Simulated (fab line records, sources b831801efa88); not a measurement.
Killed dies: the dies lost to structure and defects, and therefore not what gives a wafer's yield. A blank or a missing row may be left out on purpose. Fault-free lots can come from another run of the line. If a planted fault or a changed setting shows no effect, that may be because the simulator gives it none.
Struck lot and sound lot, side by side    flow sfq-line    43 steps out of a route of 325
Sound: these wafers, L529.2, L529.4, L529.5. Struck: wafers L523.1, L523.2, L523.6. The cause is named last.
Per side, at each step with rows, come the tool, then ch with its chambers, and then its first start. Under that, the readings that differ: sound wafers    struck wafers    difference of the means    sigmas: that difference in standard deviations of wafers without a fault.
alike: readings with means less than 2 such deviations apart, plus words and numbers identical on both sides. not compared: withheld readings, readings lacking a value on some wafer, bounds such as >300 that could conceal the same value, and numbers that have no deviation in the record and whose values overlap.
Wherever a step has rows on one side only, a row that says differs or no value, or a row with sigmas, the two part there. Numbers that have no deviation but don't overlap get no sigmas and don't part them. Lack of a reading on every wafer of one side parts them only where that side has two or more wafers.

first, 6 steps without rows for these wafers: SFQ_TRILAYER_M5_LITHO_COAT_128 (resist thk 62 nm); SFQ_TRILAYER_M5_LITHO_COAT_123 (resist thk 600 nm); SFQ_TRILAYER_M5_LITHO_SOFTBAKE_127; SFQ_TRILAYER_M5_LITHO_EXPOSE_124 (exposes mask M5, target cd 700 nm); SFQ_TRILAYER_M5_LITHO_PEB_126 (peb time 60 s); SFQ_TRILAYER_M5_LITHO_DEVELOP_125 (time 60 s).
SFQ_M5_OVL_MEAS_932:
  sound on overlay-01, day 67 10:24; struck on overlay-01, day 66 22:23
  alike: M5_OVL
SFQ_TRILAYER_M5_BARC_OPEN_METAL_ETCH_161: etches BARC in O2, target depth 125 nm, time 41.7 s.
  sound on rie-metal-02 ch 1, day 67 10:27; struck on rie-metal-02 ch 0,1, day 66 22:26
  alike: drypump-motor-current-A, he-backside-leak-sccm, oes-product-au
  not compared: rf-hours-counter-h
then, 1 step without rows for these wafers: SFQ_TRILAYER_M5_ETCH_METAL_ETCH_126 (etches Nb in Cl2/BCl3, stops on SiO2, time 203.2 s, target depth 265 nm).
SFQ_TRILAYER_M5_STRIP_STRIP_127: strips in O2.
  sound on rie-metal-02 ch 1, day 67 11:08; struck on rie-metal-02 ch 0,1, day 66 22:41
  alike: drypump-motor-current-A, he-backside-leak-sccm, oes-product-au
  not compared: rf-hours-counter-h
then, 1 step without rows for these wafers: SFQ_TRILAYER_M5_STRIP_SOLV_CLEAN_128 (cleans in NMP, time 600 s).
SFQ_TRILAYER_A5B_DEP_PECVD_129: deposits SiO2 from SiH4/N2O, time 133.33 s, target thk 600 nm.
  sound on pecvd-01 ch 1,2, day 67 12:19; struck on pecvd-01 ch 0,1,2, day 66 23:28
  alike: heater-power-w, throttle-valve-pct
SFQ_TRILAYER_A5B_CMP_CMP_130: polishes, stops on Nb, target thk 340.7 nm.
  sound on cmp-02 ch 1,2,3, day 67 19:09; struck on cmp-02 ch 0,2,3, day 67 00:39
  no value came back on the struck wafers for any of 5 readings (edge-zone-pressure-frac, head-pressure-psi (psi) and others); on the sound wafers edge-zone-pressure-frac reads 0.998 1.008 1.009
reading                                               sound              struck             difference  sigmas
model.SiO2_of_TRILAYER_A5B_DEP_PECVD_129.thk-nm (nm)  342.9 340.9 348.1  595.1 592.3 600.7  +252.1      
SFQ_TRILAYER_A5B_METRO_MEASURE_131:
  sound on film-metro-01, day 67 22:21; struck on film-metro-04, day 67 03:09
reading      sound        struck       difference  sigmas
thk-nm (nm)  343 341 348  595 592 601  +252        +45
then, 2 steps without rows for these wafers: SFQ_TRILAYER_R5_DEP_SPUTTER_132 (material Ti, target thk 5 nm, time 5 s); SFQ_TRILAYER_R5_DEP_SPUTTER_133 (material MoNx, target thk 40 nm, time 66.7 s).
SFQ_TRILAYER_R5_DEP_SPUTTER_134: material Ti, target thk 5 nm, time 5 s.
  sound on pvd-sputter-04, day 67 23:25; struck on pvd-sputter-04, day 67 04:25
  alike: throttle-valve-pct
SFQ_R5_RS_MEAS_933: uses a four-point probe to measure.
  sound on film-metro-01, day 67 23:28; struck on film-metro-01, day 67 04:26
  alike: R5_MONX_RS
SFQ_R5_THK_MEAS_934: measures by xrf.
  sound on film-metro-01, day 67 23:34; struck on film-metro-01, day 67 04:34
  alike: R5_MONX_THK
then, 6 steps without rows for these wafers: SFQ_TRILAYER_R5_LITHO_COAT_141 (resist thk 62 nm); SFQ_TRILAYER_R5_LITHO_COAT_136 (resist thk 600 nm); SFQ_TRILAYER_R5_LITHO_SOFTBAKE_140; SFQ_TRILAYER_R5_LITHO_EXPOSE_137 (exposes mask R5, target cd 500 nm); SFQ_TRILAYER_R5_LITHO_PEB_139 (peb time 60 s); SFQ_TRILAYER_R5_LITHO_DEVELOP_138 (time 60 s).
SFQ_R5_OVL_MEAS_935:
  sound on overlay-02, day 71 22:10; struck on overlay-02, day 67 21:25
  alike: R5_OVL
SFQ_TRILAYER_R5_BARC_OPEN_METAL_ETCH_177: etches BARC in O2, target depth 125 nm, time 41.7 s.
  sound on rie-metal-02 ch 0,1, day 71 22:11; struck on rie-metal-02 ch 0,1, day 67 21:26
  alike: drypump-motor-current-A, he-backside-leak-sccm, oes-product-au
  not compared: rf-hours-counter-h
then, 10 steps without rows for these wafers: SFQ_TRILAYER_R5_ETCH_METAL_ETCH_139 (etches the open film in Cl2, stops on SiO2, target depth 60 nm, time 40 s); SFQ_TRILAYER_R5_STRIP_STRIP_140 (strips in O2); SFQ_TRILAYER_R5_STRIP_SOLV_CLEAN_141 (cleans in NMP, time 600 s); SFQ_TRILAYER_A5C_DEP_PECVD_142 (deposits SiO2 from SiH4/N2O, time 15.556 s, target thk 70 nm); SFQ_TRILAYER_I5_LITHO_COAT_149 (resist thk 62 nm); SFQ_TRILAYER_I5_LITHO_COAT_144 (resist thk 650 nm); SFQ_TRILAYER_I5_LITHO_SOFTBAKE_148; SFQ_TRILAYER_I5_LITHO_EXPOSE_145 (exposes mask I5, target cd 700 nm); SFQ_TRILAYER_I5_LITHO_PEB_147 (peb time 60 s); SFQ_TRILAYER_I5_LITHO_DEVELOP_146 (time 60 s).
-- the record jumps here: 4 days lie between the struck wafers' starts before and after --
SFQ_I5_OVL_MEAS_936:
  sound on overlay-01, day 76 02:10; struck on overlay-01, day 72 00:43
reading      sound     struck   difference  sigmas
I5_OVL (nm)  14 12 12  4 -5 -4  -14         -3
then, 4 steps without rows for these wafers: SFQ_TRILAYER_I5_BARC_OPEN_VIA_ETCH_200 (etches BARC in O2, target depth 125 nm, time 41.7 s); SFQ_TRILAYER_I5_ETCH_VIA_ETCH_147 (etches the open film in CHF3, stops on Nb, target depth 360 nm); SFQ_TRILAYER_I5_STRIP_STRIP_148 (strips in O2); SFQ_TRILAYER_I5_STRIP_SOLV_CLEAN_149 (cleans in NMP, time 600 s).
-- the record jumps here: 19 days lie between the struck wafers' starts before and after --
SFQ_M8_BOW_MEAS_951:
  sound on film-metro-02, day 93 12:14; struck on film-metro-02, day 91 10:11
reading                  sound              struck             difference  sigmas
model.etest.i5.link-ohm  2.264 2.273 2.268  2.401 2.396 2.414  +0.135      
  alike: M8_BOW

WHERE THEY PART
At SFQ_TRILAYER_A5B_CMP_CMP_130 first; at SFQ_I5_OVL_MEAS_936 last (within this record only). Later steps at which nothing parts them and some readings are alike: SFQ_M8_BOW_MEAS_951.

WHY: whatever the simulator had introduced
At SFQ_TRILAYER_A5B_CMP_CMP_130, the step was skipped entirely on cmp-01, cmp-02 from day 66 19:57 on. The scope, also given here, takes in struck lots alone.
